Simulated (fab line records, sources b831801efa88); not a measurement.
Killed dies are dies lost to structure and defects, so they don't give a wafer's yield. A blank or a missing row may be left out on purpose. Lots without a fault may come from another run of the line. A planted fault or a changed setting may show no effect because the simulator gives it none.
Problem report in the 8D (eight disciplines) form, filled by code | flow gf180mcu | the parts of the form that need people (team, actions taken, sign-off) are left out

1. THE PROBLEM
exposure_dose_mJ_cm2 at GF_V5_EXPOSE_11 reads a mean of 38.42 on 9 wafers of 3 lots; wafers without a fault read 37.99 with a standard deviation of 0.034. That is +13 standard deviations from the usual mean.
The step: exposes mask Via5, target cd 260 nm.
First seen on wafer L278.1, day 29 21:43, on krf_scanner-02. The record holds 39 wafers of 13 lots with a number at this step. Rule for "out", or "out of limits": more than 4 standard deviations from the usual mean. The other wafers with a number count as sound.

2. WHAT IT IS AND WHAT IT IS NOT
question                    | is                     | is not
which readings at this step | exposure_dose_mJ_cm2   | -
which lots                  | L278, L282, L283       | L270, L271, L272, L273, L274, L275, L276, L287, L290, L291
which wafers of those lots  | all that have a number | -
read on which tools         | krf_scanner-02         | krf_scanner-01
when                        | from day 29 21:43      | up to then (21 sound wafers); but 9 sound wafers of L287, L290, L291 came after

3. SUSPECTS, AND WHAT RULES EACH OUT
Counting: a tool at a process step up to the reading stays a suspect if it ran every lot that is out and no sound lot after the first of them.
- krf_scanner-02 at GF_V5_EXPOSE_11 (exposes mask Via5, target cd 260 nm): kept. It ran every lot that is out, first L278 (day 29 21:43), and no sound lot after that; its last sound lot up to then is L276 (day 29 05:22). Its own readings are out on those wafers: exposure_dose_mJ_cm2.
Left after counting: krf_scanner-02 at GF_V5_EXPOSE_11.

4. THE CAUSE (what the simulator had put in)
Process parameter drift: krf_scanner-02, from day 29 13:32 on, at GF_V5_EXPOSE_11. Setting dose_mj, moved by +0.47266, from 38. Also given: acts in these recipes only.
Counting left only this tool.

5. THE CHAIN OF EFFECTS, in route order
Each row: a reading whose mean over the struck wafers that have a number lies more than 3 standard deviations from the usual. Only readings for which the record gives a usual standard deviation are gone through. hours: the time from each lot's start at the first step in this table that gives one to its start at this step, as a median over the lots. sigmas: the change in usual standard deviations.
hours | step            | reading              | usual | on struck wafers | change | sigmas
0     | GF_V5_EXPOSE_11 | exposure_dose_mJ_cm2 | 37.99 | 38.42            | +0.43  | +13
The process steps in it:
- GF_V5_EXPOSE_11: exposes mask Via5, target cd 260 nm.

6. WHAT WOULD HAVE CAUGHT IT SOONER
In this record the first reading out of limits was taken at day 29 21:43, 8 hours after the fault began at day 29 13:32.
